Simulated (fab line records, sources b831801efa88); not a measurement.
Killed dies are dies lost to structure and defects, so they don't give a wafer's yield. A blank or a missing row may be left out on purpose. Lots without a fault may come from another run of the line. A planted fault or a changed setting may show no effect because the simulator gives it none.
fab line records | flow sky130 | part 1 of 2: steps 1 to 26 of 36
record lots=5 wafers=15 last_day=49
route steps=708 shown METAL2@495 VIA2@507
lots that met no fault: from a run of the same line without faults
start_h: hours from the record's first day to the start of the lot's first wafer shown | wait_h: hours since the lot's step before | " the same as in the row above | L1.1+2: a row that stands for several wafers | - no value, or no start given | * or withheld: withheld | < > ~ a bound
route shown NAME@n: a module of which the file shows steps, and the number in the route of the first | usual: mean/standard deviation of fault-free wafers | same: alike in all rows | chamber/n: place in a boat | sites: the reading at each site | _std_site: their standard deviation | _edge_site: outer sites' mean less inner sites' | radius_mm: how far each site lies from the wafer's centre | mask NAME#n: copy n | behind: the tool/chamber that last shaped the wafer | hold: why the lot was held/for how many hours/how that ended | device: the transistor (n, p or np) that didn't switch | end of line: the same wafers' tests at the end of the route | a step without rows: its recipe alone | killed: dies lost to structure and defects at the first sort, not the wafer's yield | map: a wafer's dies, x killed, . not, _ none there
set.NAME: the setting as run; set.NAME@STEP: as run at that earlier step | model.NAME: the simulator's own value behind a step, which no gauge read
lots at some steps of the route; a table a step, a row a wafer
services: from which hour (start_h, from the record's first day; less than 0 if before it) a tool's chamber was out of use, for how many hours, and why
## steps
# step SKY_METAL2_EXPOSE_12
# recipe mask_id=MM2 na=0.8 source_shape=annular sigma_inner=0.55 sigma_outer=0.85 target_cd_nm=140 dose_mj=28
# columns lot.wafer tool chamber start_h wait_h mask
L076.2+4+5 krf_scanner-01 0 - - MM2#0
L082.2+3+6 krf_scanner-02 0 - - MM2#0
L089.2+4+6 krf_scanner-01 0 - - MM2#0
L091.1+2+4 krf_scanner-01 0 - - MM2#0
L095.1+3+6 krf_scanner-01 0 - - MM2#0
# step SKY_METAL2_PEB_13
# recipe peb_temp_c=withheld peb_time_s=withheld resist=KrF-thick
# usual chill_plate_temp_C=*
# columns lot.wafer tool chamber start_h wait_h chill_plate_temp_C
L076.2 litho_track-04 0 - - *
L076.4 " 0 " " *
L076.5 " 0 " " *
L082.2 litho_track-04 0 - - *
L082.3 " 0 " " *
L082.6 " 0 " " *
L089.2 litho_track-04 0 - - *
L089.4 " 0 " " *
L089.6 " 0 " " *
L091.1 litho_track-02 0 - - *
L091.2 " 0 " " *
L091.4 " 0 " " *
L095.1 litho_track-02 0 - - *
L095.3 " 0 " " *
L095.6 " 0 " " *
# step SKY_METAL2_DEVELOP_14
# recipe develop_time_s=60 resist=KrF-thick dev_temp_c=21
# usual chill_plate_temp_C=23.00/0.11
# columns lot.wafer tool chamber start_h wait_h chill_plate_temp_C
L076.2 litho_track-04 0 - - 22.92
L076.4 " 0 " " 23.11
L076.5 " 0 " " 23.26
L082.2 litho_track-04 0 - - 22.93
L082.3 " 0 " " 22.96
L082.6 " 0 " " 22.90
L089.2 litho_track-04 0 - - 22.91
L089.4 " 0 " " 23.13
L089.6 " 0 " " 23.11
L091.1 litho_track-02 0 - - 23.03
L091.2 " 0 " " 23.01
L091.4 " 0 " " 23.06
L095.1 litho_track-02 0 - - 23.18
L095.3 " 0 " " 23.13
L095.6 " 0 " " 23.09
# step SKY_METAL2_CD_MEAS_15
# recipe target_cd_nm=140
# usual cd_nm=140.0/1.7
# columns lot.wafer tool chamber start_h wait_h cd_nm
L076.2 cd_sem-02 - 826.97 - 140.1
L076.4 " - " " 139.9
L076.5 " - " " 142.1
L082.2 cd_sem-01 - 885.22 - 137.6
L082.3 " - " " 138.4
L082.6 " - " " 138.1
L089.2 cd_sem-02 - 942.42 - 140.9
L089.4 " - " " 141.5
L089.6 " - " " 142.5
L091.1 cd_sem-01 - 951.91 - 142.8
L091.2 " - " " 142.7
L091.4 " - " " 144.7
L095.1 cd_sem-01 - 967.61 - 138.1
L095.3 " - " " 139.1
L095.6 " - " " 138.3
# step SKY_METAL2_OVL_MEAS_16
# usual METAL2_OVL=4/6
# columns lot.wafer tool chamber start_h wait_h METAL2_OVL[nm]
L076.2 overlay-01 - 827.07 0.1 2
L076.4 " - " " 8
L076.5 " - " " 3
L082.2 overlay-02 - 885.32 0.1 0
L082.3 " - " " 1
L082.6 " - " " 0
L089.2 overlay-02 - 942.52 0.1 11
L089.4 " - " " 6
L089.6 " - " " 13
L091.1 overlay-02 - 952.03 0.1 7
L091.2 " - " " 7
L091.4 " - " " 8
L095.1 overlay-01 - 967.73 0.1 -5
L095.3 " - " " -6
L095.6 " - " " -7
# step SKY_METAL2_DESCUM_17
# recipe chemistry=O2 source_power_w=150 bias_power_w=0 pressure_mtorr=10 temp_c=40 time_s=8
# usual drypump_motor_current_A=5.7/0.37 oes_product_au=0.997/0.015
# columns lot.wafer tool chamber start_h wait_h drypump_motor_current_A oes_product_au rf_hours_counter_h
L076.2 rie_metal-04 0 827.11 0.0 5.9 0.983 -
L076.4 " 0 " " 5.9 0.989 -
L076.5 " 0 " " 5.9 0.989 -
L082.2 rie_metal-03 1 885.35 0.0 5.4 0.988 14
L082.3 " 1 " " 5.5 0.977 -
L082.6 " 1 " " 5.4 0.980 -
L089.2 rie_metal-04 1 942.55 0.0 5.8 0.992 13
L089.4 " 0 " " 5.9 0.971 -
L089.6 " 0 " " 5.9 0.968 -
L091.1 rie_metal-04 1 952.07 0.0 5.8 0.999 14
L091.2 " 0 " " 5.9 0.985 14
L091.4 " 1 " " 5.8 1.010 -
L095.1 rie_metal-04 1 967.77 0.0 5.8 1.010 15
L095.3 " 1 " " 5.8 1.010 -
L095.6 " 1 " " 5.8 1.027 -
# step SKY_METAL2_ETCH_18
# recipe chemistry=N2/H2 target=BARC ion_energy_ev=200 bias_w=100 pressure_mtorr=30 n2_flow_sccm=100 h2_flow_sccm=200 icp_w=500 stop_on=SiO2 time_s=45.9 target_depth_a=600
# usual drypump_motor_current_A=5.7/0.37 oes_product_au=0.855/0.0045 throttle_valve_pct=13.224/0.0092
# columns lot.wafer tool chamber start_h wait_h drypump_motor_current_A oes_product_au rf_hours_counter_h throttle_valve_pct
L076.2 rie_metal-04 0 827.19 0.1 5.9 0.855 - 13.228
L076.4 " 0 " " 5.9 0.858 - 13.220
L076.5 " 0 " " 5.9 0.861 - 13.235
L082.2 rie_metal-03 1 885.38 0.0 5.4 0.854 14 13.228
L082.3 " 1 " " 5.5 0.856 - 13.228
L082.6 " 1 " " 5.4 0.861 - 13.212
L089.2 rie_metal-04 1 942.58 0.0 5.8 0.850 13 13.233
L089.4 " 0 " " 5.9 0.848 - 13.221
L089.6 " 0 " " 5.9 0.854 - 13.219
L091.1 rie_metal-04 1 952.10 0.0 5.8 0.854 14 13.214
L091.2 " 0 " " 5.9 0.852 14 13.219
L091.4 " 1 " " 5.8 0.855 - 13.212
L095.1 rie_metal-04 1 967.80 0.0 5.8 0.851 15 13.218
L095.3 " 1 " " 5.8 0.856 - 13.224
L095.6 " 1 " " 5.8 0.859 - 13.234
# step SKY_METAL2_METAL_ETCH_19
# recipe target_depth_a=3600 stop_on=SiO2 over_etch_frac=0.3 time_s=78 chemistry=Cl2/BCl3 resist_sidewall_deg=88 pressure_mtorr=10 icp_w=900 bias_w=48.5 Cl2_flow_sccm=60 bcl3_flow_sccm=30
# usual drypump_motor_current_A=5.7/0.37 oes_product_au=0.854/0.0059 throttle_valve_pct=22.265/0.0092
# columns lot.wafer tool chamber start_h wait_h drypump_motor_current_A oes_product_au rf_hours_counter_h throttle_valve_pct
L076.2 rie_metal-04 0 827.32 0.1 5.9 0.860 - 22.248
L076.4 " 0 " " 5.9 0.853 - 22.258
L076.5 " 0 " " 5.9 0.859 - 22.265
L082.2 rie_metal-03 1 885.45 0.0 5.4 0.862 14 22.265
L082.3 " 1 " " 5.4 0.849 - 22.264
L082.6 " 1 " " 5.4 0.851 - 22.270
L089.2 rie_metal-04 1 942.65 0.0 5.8 0.859 14 22.251
L089.4 " 0 " " 5.9 0.851 - 22.273
L089.6 " 0 " " 5.9 0.850 - 22.265
L091.1 rie_metal-04 1 952.16 0.0 5.8 0.851 14 22.261
L091.2 " 0 " " 5.9 0.845 14 22.265
L091.4 " 1 " " 5.8 0.853 - 22.268
L095.1 rie_metal-04 1 967.86 0.0 5.8 0.865 15 22.257
L095.3 " 1 " " 5.7 0.858 - 22.280
L095.6 " 1 " " 5.8 0.860 - 22.255
# step SKY_METAL2_STRIP_20
# recipe chemistry=O2/N2 power_w=1400 pressure_mtorr=1500 platen_temp_c=withheld o2_flow_sccm=3000 n2_flow_sccm=300 overash_fraction=0.5
# usual drypump_motor_current_A=6.0/0.44 oes_product_au=0.343/0.0057 strip_time_to_endpoint_s=2.72/0.072
# columns lot.wafer tool chamber start_h wait_h drypump_motor_current_A oes_product_au rf_hours_counter_h strip_time_to_endpoint_s
L076.2 plasma_asher-03 1 827.47 0.1 6.1 0.348 8 2.80
L076.4 " 0 " " 5.5 0.353 - 2.77
L076.5 " 0 " " 5.5 0.343 - 2.81
L082.2 plasma_asher-04 1 885.54 0.1 6.3 0.341 105 2.76
L082.3 " 0 " " 5.4 0.342 - 2.76
L082.6 " 0 " " 5.4 0.347 - 2.75
L089.2 plasma_asher-01 0 942.74 0.1 6.7 0.343 85 2.70
L089.4 " 0 " " 6.7 0.345 - 2.83
L089.6 " 0 " " 6.7 0.348 - 2.81
L091.1 plasma_asher-01 1 952.25 0.1 5.9 0.342 86 2.66
L091.2 " 0 " " 6.7 0.351 86 2.81
L091.4 " 0 " " 6.7 0.339 - 2.66
L095.1 plasma_asher-04 1 967.95 0.1 6.3 0.344 114 2.64
L095.3 " 1 " " 6.3 0.330 - 2.63
L095.6 " 1 " " 6.3 0.342 - 2.63
# step SKY_METAL2_STRIP_21
# recipe chemistry=post_etch_residue_remover time_s=1200 temp_c=72.5
# columns lot.wafer tool chamber start_h wait_h
L076.2+4+5 wet_bench-02 2 827.57 0.1
L082.2+3+6 wet_bench-03 2 885.64 0.1
L089.2+4+6 wet_bench-03 2 942.84 0.1
L091.1+2+4 wet_bench-01 2 952.35 0.1
L095.1+3+6 wet_bench-02 0 968.05 0.1
# step SKY_METAL2_CLEAN_22
# recipe chemistry=IPA time_s=180 temp_c=25
# columns lot.wafer tool chamber start_h wait_h
L076.2+4+5 wet_bench-01 2 827.91 0.0
L082.2+3+6 wet_bench-01 2 885.98 0.0
L089.2+4+6 wet_bench-02 3 943.18 0.0
L091.1+2+4 wet_bench-03 2 952.70 0.0
L095.1+3+6 wet_bench-03 2 968.40 0.0
# step SKY_METAL2_CLEAN_23
# recipe chemistry=O3/DIW dry=n2_spin
# columns lot.wafer tool chamber start_h wait_h
L076.2+4+5 wet_bench-03 0 827.97 0.0
L082.2+3+6 wet_bench-03 1 886.04 0.0
L089.2+4+6 wet_bench-01 0 943.24 0.0
L091.1+2+4 wet_bench-01 3 952.76 0.0
L095.1+3+6 wet_bench-01 1 968.52 0.0
# step SKY_VIA2_HDPCVD_00
# recipe material=SiO2 target_thk_nm=1180 sigma_open_frac=0.3 time_s=196.7 temp_c=400 sih4_flow_sccm=60 pressure_mtorr=6
# columns lot.wafer tool chamber start_h wait_h
L076.2+4+5 hdpcvd-02 1,0,2 828.06 0.0
L082.2+3+6 hdpcvd-01 0,1,1 886.13 0.0
L089.2+4+6 hdpcvd-02 1,0,2 943.33 0.0
L091.1+2+4 hdpcvd-02 2,1,2 952.85 0.0
L095.1+3+6 hdpcvd-02 2,1,0 968.62 0.0
# step SKY_VIA2_THK_MEAS_01
# recipe reads=SiO2_of_VIA2_HDPCVD_00
# usual VIA2_HDPCVD_THK=1184/17
# columns lot.wafer tool chamber start_h wait_h VIA2_HDPCVD_THK[nm]
L076.2 film_metro-01 - 828.20 0.1 1169
L076.4 " - " " 1183
L076.5 " - " " 1191
L082.2 film_metro-03 - 886.27 0.1 1183
L082.3 " - " " 1191
L082.6 " - " " 1170
L089.2 film_metro-02 - 943.47 0.1 1154
L089.4 " - " " 1168
L089.6 " - " " 1204
L091.1 film_metro-02 - 952.98 0.1 1208
L091.2 " - " " 1165
L091.4 " - " " 1199
L095.1 film_metro-03 - 968.75 0.1 1205
L095.3 " - " " 1186
L095.6 " - " " 1186
# step SKY_VIA2_CMP_02
# recipe material=SiO2 down_force_psi=4 platen_rpm=60 pad_velocity_m_s=0.94248
# usual motor_current_A=11.4/0.86
# columns lot.wafer tool chamber start_h wait_h motor_current_A
L076.4 cmp-02 0 828.30 0.1 11.2
L076.2 " 2 " " 12.1
L076.5 " 0 " " 10.8
L082.2 cmp-02 0 886.37 0.1 11.2
L082.3 " 1 " " 10.9
L082.6 " 3 " " 11.9
L089.4 cmp-02 2 943.62 0.1 12.0
L089.2 " 3 " " 12.3
L089.6 " 0 " " 11.2
L091.4 cmp-01 3 953.04 0.0 11.2
L091.1 " 0 " " 11.1
L091.2 " 2 " " 12.1
L095.3 cmp-01 2 968.86 0.1 12.2
L095.1 " 3 " " 11.2
L095.6 " 2 " " 12.2
# step SKY_VIA2_BOW_MEAS_03
# recipe mode=bow
# usual VIA2_BOW=87/8
# columns lot.wafer tool chamber start_h wait_h VIA2_BOW[um]
L076.2 film_metro-02 - 828.57 0.1 87
L076.4 " - " " 89
L076.5 " - " " 91
L082.2 film_metro-03 - 886.64 0.2 74
L082.3 " - " " 82
L082.6 " - " " 82
L089.2 film_metro-03 - 943.84 0.1 98
L089.4 " - " " 85
L089.6 " - " " 86
L091.1 film_metro-02 - 953.34 0.2 99
L091.2 " - " " 85
L091.4 " - " " 94
L095.1 film_metro-01 - 969.11 0.1 77
L095.3 " - " " 95
L095.6 " - " " 84
# step SKY_VIA2_DEHYDRATE_04
# recipe temp_c=200 time_s=60
# usual chill_plate_temp_C=23.00/0.097 plate_temp_C=200.00/0.15
# columns lot.wafer tool chamber start_h wait_h chill_plate_temp_C plate_temp_C
L076.2 litho_track-01 0 841.32 12.7 23.00 199.92
L076.4 " 0 " " 22.87 200.00
L076.5 " 0 " " 23.04 200.08
L082.2 litho_track-04 0 898.77 12.1 22.97 199.97
L082.3 " 0 " " 22.93 199.71
L082.6 " 0 " " 23.04 200.02
L089.2 litho_track-04 0 954.72 10.9 23.05 199.86
L089.4 " 0 " " 22.97 200.05
L089.6 " 0 " " 22.97 200.32
L091.1 litho_track-03 0 963.95 10.6 23.16 199.72
L091.2 " 0 " " 22.99 199.96
L091.4 " 0 " " 22.92 199.98
L095.1 litho_track-03 0 979.60 10.5 23.05 199.97
L095.3 " 0 " " 23.08 199.96
L095.6 " 0 " " 22.94 200.02
# step SKY_VIA2_HMDS_05
# recipe prime_time_s=60 prime_temp_c=120
# usual chill_plate_temp_C=22.98/0.11 prime_temp_c=120.00/0.12
# columns lot.wafer tool chamber start_h wait_h chill_plate_temp_C prime_temp_c
L076.2 litho_track-01 0 841.47 0.1 23.05 119.99
L076.4 " 0 " " 22.96 119.84
L076.5 " 0 " " 23.02 119.93
L082.2 litho_track-04 0 898.92 0.1 23.07 119.78
L082.3 " 0 " " 23.22 120.11
L082.6 " 0 " " 22.92 120.13
L089.2 litho_track-04 0 954.87 0.1 22.97 120.24
L089.4 " 0 " " 22.92 120.07
L089.6 " 0 " " 22.88 120.24
L091.1 litho_track-03 0 964.10 0.1 23.05 119.86
L091.2 " 0 " " 23.00 119.99
L091.4 " 0 " " 23.08 120.01
L095.1 litho_track-03 0 979.75 0.1 22.87 120.11
L095.3 " 0 " " 22.94 120.03
L095.6 " 0 " " 22.89 120.12
# step SKY_VIA2_COAT_06
# recipe resist=BARC temp_c=withheld time_s=withheld spin_rpm=3000 resist_thk_nm=60
# usual chill_plate_temp_C=* spin_speed_rpm=3000.2/2.1
# columns lot.wafer tool chamber start_h wait_h chill_plate_temp_C spin_speed_rpm
L076.2 litho_track-01 0 841.62 0.1 * 3004.1
L076.4 " 0 " " * 3000.1
L076.5 " 0 " " * 3001.9
L082.2 litho_track-04 0 899.07 0.1 * 2995.9
L082.3 " 0 " " * 3001.3
L082.6 " 0 " " * 3001.5
L089.2 litho_track-04 0 955.02 0.1 * 2999.4
L089.4 " 0 " " * 2997.1
L089.6 " 0 " " * 3001.2
L091.1 litho_track-03 0 964.25 0.1 * 3000.5
L091.2 " 0 " " * 3004.6
L091.4 " 0 " " * 2997.5
L095.1 litho_track-03 0 979.90 0.1 * 3003.8
L095.3 " 0 " " * 2998.6
L095.6 " 0 " " * 3000.0
# step SKY_VIA2_COAT_07
# recipe resist=KrF-thick spin_rpm=3000 resist_thk_nm=450
# usual chill_plate_temp_C=23.01/0.1 spin_speed_rpm=2999.8/2.1
# columns lot.wafer tool chamber start_h wait_h chill_plate_temp_C spin_speed_rpm
L076.2 litho_track-01 0 - - 22.86 2997.6
L076.4 " 0 " " 22.92 2995.0
L076.5 " 0 " " 22.84 2998.7
L082.2 litho_track-04 0 - - 23.00 2997.5
L082.3 " 0 " " 22.94 2999.5
L082.6 " 0 " " 23.12 2999.8
L089.2 litho_track-04 0 - - 22.94 3001.0
L089.4 " 0 " " 23.08 2999.2
L089.6 " 0 " " 22.94 3001.0
L091.1 litho_track-03 0 - - 22.89 3002.8
L091.2 " 0 " " 22.79 3000.7
L091.4 " 0 " " 23.05 3000.8
L095.1 litho_track-03 0 - - 22.97 3000.3
L095.3 " 0 " " 22.86 2997.8
L095.6 " 0 " " 22.86 3001.3
# step SKY_VIA2_SOFTBAKE_08
# recipe temp_c=100 time_s=90 resist=KrF-thick
# usual chill_plate_temp_C=23.03/0.12 plate_temp_C=100.00/0.14
# columns lot.wafer tool chamber start_h wait_h chill_plate_temp_C plate_temp_C
L076.2 litho_track-01 0 - - 22.88 99.90
L076.4 " 0 " " 23.04 100.15
L076.5 " 0 " " 22.88 100.24
L082.2 litho_track-04 0 - - 23.06 100.07
L082.3 " 0 " " 23.05 100.13
L082.6 " 0 " " 23.07 100.17
L089.2 litho_track-04 0 - - 23.07 99.77
L089.4 " 0 " " 22.95 100.02
L089.6 " 0 " " 22.88 99.83
L091.1 litho_track-03 0 - - 23.11 99.96
L091.2 " 0 " " 23.13 99.73
L091.4 " 0 " " 22.99 99.89
L095.1 litho_track-03 0 - - 23.03 100.06
L095.3 " 0 " " 23.05 99.88
L095.6 " 0 " " 22.87 100.11
# step SKY_VIA2_EXPOSE_09
# recipe mask_id=VIM2 na=0.8 source_shape=annular sigma_inner=0.55 sigma_outer=0.85 target_cd_nm=200 dose_mj=38
# columns lot.wafer tool chamber start_h wait_h mask
L076.2+4+5 krf_scanner-02 0 - - VIM2#0
L082.2+3+6 krf_scanner-02 0 - - VIM2#0
L089.2+4+6 krf_scanner-02 0 - - VIM2#0
L091.1+2+4 krf_scanner-02 0 - - VIM2#0
L095.1+3+6 krf_scanner-02 0 - - VIM2#0
# step SKY_VIA2_PEB_10
# recipe peb_temp_c=withheld peb_time_s=withheld resist=KrF-thick
# usual chill_plate_temp_C=*
# columns lot.wafer tool chamber start_h wait_h chill_plate_temp_C
L076.2 litho_track-04 0 - - *
L076.4 " 0 " " *
L076.5 " 0 " " *
L082.2 litho_track-04 0 - - *
L082.3 " 0 " " *
L082.6 " 0 " " *
L089.2 litho_track-04 0 - - *
L089.4 " 0 " " *
L089.6 " 0 " " *
L091.1 litho_track-03 0 - - *
L091.2 " 0 " " *
L091.4 " 0 " " *
L095.1 litho_track-03 0 - - *
L095.3 " 0 " " *
L095.6 " 0 " " *
# step SKY_VIA2_DEVELOP_11
# recipe develop_time_s=60 resist=KrF-thick dev_temp_c=21
# usual chill_plate_temp_C=23.01/0.12
# columns lot.wafer tool chamber start_h wait_h chill_plate_temp_C
L076.2 litho_track-04 0 - - 23.24
L076.4 " 0 " " 23.24
L076.5 " 0 " " 23.21
L082.2 litho_track-04 0 - - 22.94
L082.3 " 0 " " 23.07
L082.6 " 0 " " 23.06
L089.2 litho_track-04 0 - - 22.98
L089.4 " 0 " " 22.94
L089.6 " 0 " " 22.97
L091.1 litho_track-03 0 - - 23.00
L091.2 " 0 " " 22.89
L091.4 " 0 " " 22.84
L095.1 litho_track-03 0 - - 23.09
L095.3 " 0 " " 23.07
L095.6 " 0 " " 23.09
# step SKY_VIA2_CD_MEAS_12
# recipe target_cd_nm=200
# usual cd_nm=199.7/1.7
# columns lot.wafer tool chamber start_h wait_h cd_nm
L076.2 cd_sem-02 - 854.47 - 198.9
L076.4 " - " " 199.5
L076.5 " - " " 197.8
L082.2 cd_sem-02 - 911.27 - 199.7
L082.3 " - " " 199.4
L082.6 " - " " 200.4
L089.2 cd_sem-02 - 968.12 - 200.2
L089.4 " - " " 199.9
L089.6 " - " " 201.0
L091.1 cd_sem-01 - 977.10 - 196.8
L091.2 " - " " 197.4
L091.4 " - " " 198.5
L095.1 cd_sem-02 - 992.00 - 200.2
L095.3 " - " " 200.7
L095.6 " - " " 202.0
# step SKY_VIA2_OVL_MEAS_13
# usual VIA2_OVL=2/5.5
# columns lot.wafer tool chamber start_h wait_h VIA2_OVL[nm]
L076.2 overlay-02 - 854.57 0.1 3
L076.4 " - " " 2
L076.5 " - " " 9
L082.2 overlay-02 - 911.37 0.1 4
L082.3 " - " " 4
L082.6 " - " " 0
L089.2 overlay-02 - 968.22 0.1 9
L089.4 " - " " 11
L089.6 " - " " 2
L091.1 overlay-01 - 977.22 0.1 0
L091.2 " - " " 5
L091.4 " - " " -4
L095.1 overlay-01 - 992.12 0.1 0
L095.3 " - " " -3
L095.6 " - " " 2
